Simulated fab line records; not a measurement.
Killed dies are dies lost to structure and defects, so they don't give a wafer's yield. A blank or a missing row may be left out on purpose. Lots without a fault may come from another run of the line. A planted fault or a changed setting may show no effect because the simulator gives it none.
fab line records ; flow sky130
record: lots: 11; wafers: 33; lastDay: 50
route steps=708 shown FIELD_ISO@17 SONOS_TUNNEL@162 LDD_LDN@292 RES_XHIGH@340
lots that met no fault: taken from a fault-free run of the same line
startH: start of the lot's first displayed wafer, in hours after the record's first day ; waitH: hours since the lot's step before ; " repeats the value in the row above ; L1.1+2: a row that stands for several wafers ; - no value present, or no start provided ; * or withheld: withheld ; < > ~ a bound
route shown NAME@n: NAME is a module with steps in the file, n the number in the route of the first one ; usual: the fault-free wafers' mean and standard deviation ; same: alike in all rows ; chamber/n: place in a boat ; sites: each site's reading ; _std_site: standard deviation across them ; _edge_site: outer sites' mean less inner sites' ; radiusMm: for every site, how far away it sits from the centre of the wafer ; mask NAME#n: copy n ; behind: the last tool/chamber to shape the wafer ; hold: the reason the lot was held/the length of the hold in hours/how it ended ; device: which transistor (n, p or np) failed to switch ; end of line: tests run on the same wafers once the route is complete ; where a step has no rows: the recipe by itself ; killed: count of dies lost to structure and defects at first sort (not the wafer's yield) ; map: shows each die of a wafer: x if killed, . if not, _ if none is there
set.NAME: the run value of the setting; set.NAME@STEP: its run value at that earlier step ; model.NAME: the simulator's own value behind a step, which no gauge read
a sample of lots followed through the steps of the route, with each step as a table and each wafer as a row
services: when a tool's chamber went out of use (startH, in hours from the record's first day, below 0 if earlier), for how many hours, and the reason
== steps ==
step: SKY_FIELD_ISO_STRIP_16
recipe: chemistry: O2/N2; powerW: 1400; pressureMtorr: 1500; platenTempC: withheld; o2FlowSccm: 3000; n2FlowSccm: 300; overashFraction: 0.5
usual: chamberPressureMTorr: 1500.0/1.3; drypumpMotorCurrentA: 5.57/0.27; oesProductAu: 0.378/0.0047; stripTimeToEndpointS: 3.57/0.047
same: overashFraction: 0.5
lot.wafer;tool;chamber;startH;waitH;chamberPressureMTorr;drypumpMotorCurrentA;oesProductAu;rfHoursCounterH;stripTimeToEndpointS
L461.1;plasmaAsher-03;0;35.25;0.0;1499.2;5.26;0.380;22;3.56
L461.5;plasmaAsher-03;1;35.25;0.0;1500.6;5.76;0.374;-;3.56
L461.6;plasmaAsher-03;0;35.25;0.0;1500.1;5.26;0.387;-;3.57
L465.1;plasmaAsher-03;1;54.80;0.0;1499.7;5.70;0.384;24;3.62
L465.3;plasmaAsher-03;0;54.80;0.0;1498.2;5.27;0.387;-;3.59
L465.5;plasmaAsher-03;1;54.80;0.0;1499.8;5.73;0.377;-;3.57
L466.3;plasmaAsher-02;1;61.11;0.1;1500.0;5.27;0.382;-;3.59
L466.5;plasmaAsher-02;0;61.11;0.1;1501.3;5.78;0.385;-;3.58
L466.6;plasmaAsher-02;1;61.11;0.1;1498.8;5.22;0.377;-;3.54
L467.1;plasmaAsher-04;0;68.88;0.0;1500.2;5.66;0.381;42;3.49
L467.3;plasmaAsher-04;1;68.88;0.0;1501.2;5.94;0.382;-;3.60
L467.4;plasmaAsher-04;0;68.88;0.0;1500.1;5.65;0.382;-;3.60
L471.3;plasmaAsher-03;1;86.91;0.1;1500.9;5.71;0.382;-;3.57
L471.5;plasmaAsher-03;1;86.91;0.1;1499.8;5.74;0.373;-;3.56
L471.6;plasmaAsher-03;0;86.91;0.1;1501.1;5.29;0.383;-;3.63
L474.2;plasmaAsher-02;0;100.85;0.0;1498.3;5.77;0.381;39;3.59
L474.3;plasmaAsher-02;0;100.85;0.0;1499.8;5.79;0.374;-;3.51
L474.6;plasmaAsher-02;1;100.85;0.0;1502.3;5.20;0.369;-;3.49
L477.3;plasmaAsher-03;1;118.61;0.1;1501.2;5.74;0.376;-;3.59
L477.4;plasmaAsher-03;0;118.61;0.1;1499.1;5.26;0.380;-;3.59
L477.6;plasmaAsher-03;1;118.61;0.1;1498.3;5.71;0.379;-;3.58
L481.2;plasmaAsher-02;0;136.88;0.0;1498.2;5.76;0.379;43;3.58
L481.4;plasmaAsher-02;0;136.88;0.0;1498.8;5.77;0.374;-;3.52
L481.5;plasmaAsher-02;0;136.88;0.0;1499.3;5.75;0.383;-;3.61
L480.1;plasmaAsher-02;1;138.15;0.0;1500.6;5.27;0.373;43;3.63
L480.5;plasmaAsher-02;0;138.15;0.0;1500.7;5.79;0.381;-;3.54
L480.6;plasmaAsher-02;1;138.15;0.0;1500.7;5.25;0.376;-;3.56
L482.3;plasmaAsher-02;1;144.53;0.1;1499.5;5.25;0.375;-;3.54
L482.4;plasmaAsher-02;0;144.53;0.1;1501.3;5.76;0.376;-;3.44
L482.6;plasmaAsher-02;0;144.53;0.1;1500.9;5.78;0.381;-;3.53
L483.2;plasmaAsher-02;1;149.90;0.0;1500.0;5.23;0.380;45;3.60
L483.4;plasmaAsher-02;0;149.90;0.0;1498.8;5.79;0.377;-;3.59
L483.5;plasmaAsher-02;1;149.90;0.0;1500.3;5.24;0.379;-;3.51
step: SKY_SONOS_TUNNEL_OVL_MEAS_08
usual: SONOS_TUNNEL_OVL: 0.1/1.4
lot.wafer;tool;chamber;startH;waitH;SONOS_TUNNEL_OVL[nm]
L461.1;overlay-02;-;256.20;0.1;-0.3
L461.5;overlay-02;-;256.20;0.1;0.3
L461.6;overlay-02;-;256.20;0.1;0.9
L465.1;overlay-02;-;290.78;0.1;0.3
L465.3;overlay-02;-;290.78;0.1;-0.9
L465.5;overlay-02;-;290.78;0.1;-0.6
L466.3;overlay-01;-;296.45;0.1;-2.6
L466.5;overlay-01;-;296.45;0.1;-0.4
L466.6;overlay-01;-;296.45;0.1;-1.7
L467.1;overlay-02;-;306.30;0.1;0.7
L467.3;overlay-02;-;306.30;0.1;0.9
L467.4;overlay-02;-;306.30;0.1;0.2
L471.3;overlay-01;-;333.36;0.1;0.9
L471.5;overlay-01;-;333.36;0.1;0.4
L471.6;overlay-01;-;333.36;0.1;0.0
L474.2;overlay-02;-;363.51;0.1;-3.2
L474.3;overlay-02;-;363.51;0.1;-2.5
L474.6;overlay-02;-;363.51;0.1;-2.4
L477.3;overlay-01;-;387.89;0.1;-0.2
L477.4;overlay-01;-;387.89;0.1;-0.8
L477.6;overlay-01;-;387.89;0.1;1.0
L481.2;overlay-02;-;408.06;0.1;-0.3
L481.4;overlay-02;-;408.06;0.1;0.4
L481.5;overlay-02;-;408.06;0.1;-1.9
L480.1;overlay-02;-;412.14;0.1;1.9
L480.5;overlay-02;-;412.14;0.1;0.8
L480.6;overlay-02;-;412.14;0.1;1.6
L482.3;overlay-01;-;418.80;0.1;0.7
L482.4;overlay-01;-;418.80;0.1;1.5
L482.6;overlay-01;-;418.80;0.1;0.1
L483.2;overlay-02;-;431.19;0.1;0.7
L483.4;overlay-02;-;431.19;0.1;2.8
L483.5;overlay-02;-;431.19;0.1;1.0
step: SKY_LDD_LDN_SOFTBAKE_03
recipe: tempC: 90; timeS: 60; resist: NOVOLAK
usual: heaterPowerTotalW: 56.60/0.046; plateTempC: 89.97/0.13
lot.wafer;tool;chamber;startH;waitH;heaterPowerTotalW;plateTempC
L461.1;lithoTrack-01;0;524.68;0.1;56.64;89.83
L461.5;lithoTrack-01;0;524.68;0.1;56.62;90.01
L461.6;lithoTrack-01;0;524.68;0.1;56.58;89.90
L465.1;lithoTrack-03;0;558.78;0.1;56.59;90.08
L465.3;lithoTrack-03;0;558.78;0.1;56.60;90.01
L465.5;lithoTrack-03;0;558.78;0.1;56.56;90.09
L466.3;lithoTrack-01;0;566.23;0.1;56.63;89.90
L466.5;lithoTrack-01;0;566.23;0.1;56.64;90.05
L466.6;lithoTrack-01;0;566.23;0.1;56.55;89.99
L467.1;lithoTrack-03;0;577.23;0.1;56.58;90.06
L467.3;lithoTrack-03;0;577.23;0.1;56.65;89.69
L467.4;lithoTrack-03;0;577.23;0.1;56.64;89.95
L471.3;lithoTrack-01;0;608.43;0.1;56.51;89.75
L471.5;lithoTrack-01;0;608.43;0.1;56.60;89.74
L471.6;lithoTrack-01;0;608.43;0.1;56.57;89.73
L474.2;lithoTrack-04;0;640.19;0.1;56.62;90.06
L474.3;lithoTrack-04;0;640.19;0.1;56.63;90.31
L474.6;lithoTrack-04;0;640.19;0.1;56.57;90.07
L477.3;lithoTrack-03;0;658.63;0.1;56.58;90.03
L477.4;lithoTrack-03;0;658.63;0.1;56.55;89.95
L477.6;lithoTrack-03;0;658.63;0.1;56.59;90.11
L481.2;lithoTrack-03;0;679.15;0.1;53.41;86.37
L481.4;lithoTrack-03;0;679.15;0.1;53.40;86.34
L481.5;lithoTrack-03;0;679.15;0.1;53.34;86.25
L480.1;lithoTrack-03;0;683.43;0.1;53.35;86.43
L480.5;lithoTrack-03;0;683.43;0.1;53.44;86.43
L480.6;lithoTrack-03;0;683.43;0.1;53.39;86.26
L482.3;lithoTrack-04;0;687.67;0.1;56.48;90.07
L482.4;lithoTrack-04;0;687.67;0.1;56.64;89.87
L482.6;lithoTrack-04;0;687.67;0.1;56.58;89.78
L483.2;lithoTrack-04;0;704.79;0.1;56.68;89.72
L483.4;lithoTrack-04;0;704.79;0.1;56.63;89.95
L483.5;lithoTrack-04;0;704.79;0.1;56.55;89.74
step: SKY_LDD_LDN_STRIP_12
recipe: chemistry: O2/N2; powerW: 1400; pressureMtorr: 1500; platenTempC: withheld; o2FlowSccm: 3000; n2FlowSccm: 300; overashFraction: 0.5
usual: chamberPressureMTorr: 1499.9/1.4; drypumpMotorCurrentA: 5.60/0.22; oesProductAu: 0.715/0.004; stripTimeToEndpointS: 14.16/0.037
same: overashFraction: 0.5
lot.wafer;tool;chamber;startH;waitH;chamberPressureMTorr;drypumpMotorCurrentA;oesProductAu;rfHoursCounterH;stripTimeToEndpointS
L461.1;plasmaAsher-01;1;541.52;0.2;1501.1;5.45;0.712;44;14.12
L461.5;plasmaAsher-01;0;541.52;0.2;1501.0;5.55;0.723;-;14.10
L461.6;plasmaAsher-01;1;541.52;0.2;1498.1;5.46;0.715;-;14.08
L465.1;plasmaAsher-04;1;574.86;0.1;1502.5;5.96;0.713;14;14.15
L465.3;plasmaAsher-04;1;574.86;0.1;1500.4;5.96;0.717;-;14.15
L465.5;plasmaAsher-04;0;574.86;0.1;1500.0;5.65;0.715;-;14.13
L466.3;plasmaAsher-03;0;582.74;0.1;1498.7;5.26;0.707;-;14.18
L466.5;plasmaAsher-03;0;582.74;0.1;1499.2;5.26;0.718;-;14.18
L466.6;plasmaAsher-03;1;582.74;0.1;1500.2;5.76;0.723;-;14.16
L467.1;plasmaAsher-03;1;593.17;0.1;1497.0;5.76;0.719;75;14.12
L467.3;plasmaAsher-03;0;593.17;0.1;1498.9;5.28;0.705;-;14.15
L467.4;plasmaAsher-03;1;593.17;0.1;1501.0;5.74;0.719;-;14.14
L471.3;plasmaAsher-03;1;623.14;0.1;1499.4;5.76;0.713;-;14.15
L471.5;plasmaAsher-03;0;623.14;0.1;1499.1;5.28;0.708;-;14.15
L471.6;plasmaAsher-03;1;623.14;0.1;1497.5;5.83;0.710;-;14.16
L474.2;plasmaAsher-04;0;655.17;0.1;1497.5;5.67;0.716;22;14.20
L474.3;plasmaAsher-04;1;655.17;0.1;1497.5;5.94;0.709;-;14.16
L474.6;plasmaAsher-04;1;655.17;0.1;1502.4;5.93;0.713;-;14.17
L477.3;plasmaAsher-03;1;673.14;0.2;1499.6;5.75;0.716;-;14.18
L477.4;plasmaAsher-03;0;673.14;0.2;1500.6;5.25;0.710;-;14.17
L477.6;plasmaAsher-03;0;673.14;0.2;1498.1;5.25;0.710;-;14.10
L481.2;plasmaAsher-01;0;693.91;0.1;1497.0;5.55;0.723;58;14.27
L481.4;plasmaAsher-01;0;693.91;0.1;1500.7;5.57;0.713;-;14.28
L481.5;plasmaAsher-01;0;693.91;0.1;1500.2;5.58;0.718;-;14.24
L480.1;plasmaAsher-01;0;698.11;0.1;1500.8;5.57;0.724;59;14.29
L480.5;plasmaAsher-01;1;698.11;0.1;1497.9;5.46;0.713;-;14.27
L480.6;plasmaAsher-01;0;698.11;0.1;1500.8;5.54;0.718;-;14.26
L482.3;plasmaAsher-04;1;702.10;0.1;1499.5;5.93;0.714;-;14.19
L482.4;plasmaAsher-04;0;702.10;0.1;1500.3;5.67;0.721;-;14.12
L482.6;plasmaAsher-04;1;702.10;0.1;1501.7;5.94;0.717;-;14.15
L483.2;plasmaAsher-01;0;719.46;0.1;1501.4;5.58;0.717;61;14.20
L483.4;plasmaAsher-01;1;719.46;0.1;1497.6;5.46;0.708;-;14.21
L483.5;plasmaAsher-01;0;719.46;0.1;1498.6;5.56;0.716;-;14.23
step: SKY_RES_XHIGH_STRIP_08
recipe: chemistry: O2/N2; powerW: 1400; pressureMtorr: 1500; platenTempC: withheld; o2FlowSccm: 3000; n2FlowSccm: 300; overashFraction: 0.5
usual: chamberPressureMTorr: 1499.8/1.3; drypumpMotorCurrentA: 5.66/0.25; oesProductAu: 0.711/0.0048; stripTimeToEndpointS: 14.25/0.034
same: overashFraction: 0.5
lot.wafer;tool;chamber;startH;waitH;chamberPressureMTorr;drypumpMotorCurrentA;oesProductAu;rfHoursCounterH;stripTimeToEndpointS
L461.1;plasmaAsher-04;1;633.08;0.1;1498.4;5.94;0.719;20;14.27
L461.5;plasmaAsher-04;0;633.08;0.1;1500.8;5.66;0.709;-;14.22
L461.6;plasmaAsher-04;1;633.08;0.1;1498.5;5.93;0.717;-;14.21
L465.1;plasmaAsher-04;1;664.66;0.1;1499.6;5.98;0.714;22;14.26
L465.3;plasmaAsher-04;1;664.66;0.1;1498.8;5.94;0.708;-;14.31
L465.5;plasmaAsher-04;0;664.66;0.1;1500.4;5.70;0.711;-;14.26
L466.3;plasmaAsher-04;1;672.24;0.1;1502.4;5.94;0.715;-;14.22
L466.5;plasmaAsher-04;0;672.24;0.1;1497.9;5.67;0.711;-;14.23
L466.6;plasmaAsher-04;1;672.24;0.1;1498.7;5.95;0.709;-;14.28
L467.1;plasmaAsher-04;0;681.97;0.1;1499.3;5.65;0.707;24;14.29
L467.3;plasmaAsher-04;1;681.97;0.1;1498.4;5.93;0.705;-;14.32
L467.4;plasmaAsher-04;0;681.97;0.1;1501.0;5.65;0.712;-;14.31
L471.3;plasmaAsher-04;1;711.85;0.1;1499.5;5.93;0.704;-;14.24
L471.5;plasmaAsher-04;1;711.85;0.1;1497.9;5.93;0.712;-;14.28
L471.6;plasmaAsher-04;0;711.85;0.1;1500.1;5.66;0.709;-;14.27
L474.2;plasmaAsher-04;0;741.43;0.1;1500.7;5.69;0.706;30;14.25
L474.3;plasmaAsher-04;0;741.43;0.1;1499.6;5.66;0.700;-;14.21
L474.6;plasmaAsher-04;0;741.43;0.1;1500.1;5.67;0.715;-;14.27
L477.3;plasmaAsher-04;0;759.15;0.1;1498.1;5.64;0.709;-;14.24
L477.4;plasmaAsher-04;1;759.15;0.1;1501.2;5.94;0.713;-;14.23
L477.6;plasmaAsher-04;1;759.15;0.1;1499.8;5.93;0.708;-;14.29
L481.2;plasmaAsher-04;0;778.63;0.1;1500.1;5.65;0.701;35;14.19
L481.4;plasmaAsher-04;0;778.63;0.1;1502.7;5.64;0.706;-;14.19
L481.5;plasmaAsher-04;0;778.63;0.1;1500.9;5.67;0.711;-;14.20
L480.1;plasmaAsher-03;1;782.21;0.1;1498.7;5.76;0.713;95;14.24
L480.5;plasmaAsher-03;1;782.21;0.1;1500.3;5.76;0.710;-;14.23
L480.6;plasmaAsher-03;0;782.21;0.1;1498.2;5.24;0.704;-;14.28
L482.3;plasmaAsher-04;0;785.54;0.1;1497.1;5.67;0.708;-;14.26
L482.4;plasmaAsher-04;1;785.54;0.1;1502.4;5.96;0.708;-;14.26
L482.6;plasmaAsher-04;1;785.54;0.1;1500.7;5.96;0.713;-;14.28
L483.2;plasmaAsher-02;0;802.18;0.1;1498.1;5.78;0.714;4;14.26
L483.4;plasmaAsher-02;0;802.18;0.1;1498.9;5.77;0.716;-;14.29
L483.5;plasmaAsher-02;0;802.18;0.1;1501.6;5.79;0.711;-;14.29
== services ==
tool;chamber;startH;hours;kind
plasmaAsher-04;-;73.52;14.6;pm
plasmaAsher-02;-;79.76;3.7;repair
plasmaAsher-01;-;108.79;9.0;pm
plasmaAsher-03;-;130.44;32.8;pm
plasmaAsher-02;-;146.76;0.5;repair
plasmaAsher-02;-;185.47;13.6;repair
plasmaAsher-01;-;191.64;2.0;repair
plasmaAsher-03;-;195.75;4.3;repair
plasmaAsher-02;-;284.48;5.2;repair
plasmaAsher-03;-;342.79;1.5;repair
plasmaAsher-04;-;349.62;0.7;repair
plasmaAsher-04;-;358.22;2.4;repair
plasmaAsher-04;-;421.25;9.0;pm
plasmaAsher-04;0;421.25;9.0;ventCycle
plasmaAsher-04;-;432.81;1.9;repair
plasmaAsher-03;-;447.78;2.5;repair
plasmaAsher-04;-;655.73;2.9;repair
plasmaAsher-01;-;666.92;6.6;repair
plasmaAsher-04;-;672.43;0.8;repair
plasmaAsher-04;-;722.51;1.7;repair
plasmaAsher-02;-;732.05;2.8;pm
plasmaAsher-02;-;734.80;9.0;pm
plasmaAsher-02;-;756.85;15.6;pm
plasmaAsher-03;-;763.55;2.8;pm
== key ==
firstSign: step: SKY_LDD_LDN_SOFTBAKE_03; reading: heaterPowerTotalW; direction: down; sigmas: 70; usual: *; struck: *
effect: step: SKY_LDD_LDN_SOFTBAKE_03; reading: plateTempC; direction: down; sigmas: 27; usual: *; struck: *
effect: step: SKY_LDD_LDN_STRIP_12; reading: stripTimeToEndpointS; direction: up; sigmas: 2.8; usual: *; struck: *
metAt SKY_LDD_LDN_SOFTBAKE_03
struckLots L480,L481
testerLeftOut L480,L481
notActingAt SKY_FIELD_ISO_STRIP_16,SKY_SONOS_TUNNEL_OVL_MEAS_08,SKY_RES_XHIGH_STRIP_08
onsetBetween 658.63 679.15
fault: kind: processParameterDrift; tool: lithoTrack-03; chamber: -; onsetH: 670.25; steps: SKY_LDD_LDN_SOFTBAKE_03; channel: tempC; offset: *; shape: step; endH: 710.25; actsIn: *; stated: *
testerLeftOut: of these lots the tester's yield and bins aren't shown, on N5 and GAA mostly nor the transistor test; their killed dies are dies lost to structure and defects alone, not to doping, threshold or leakage, so they don't give the yield
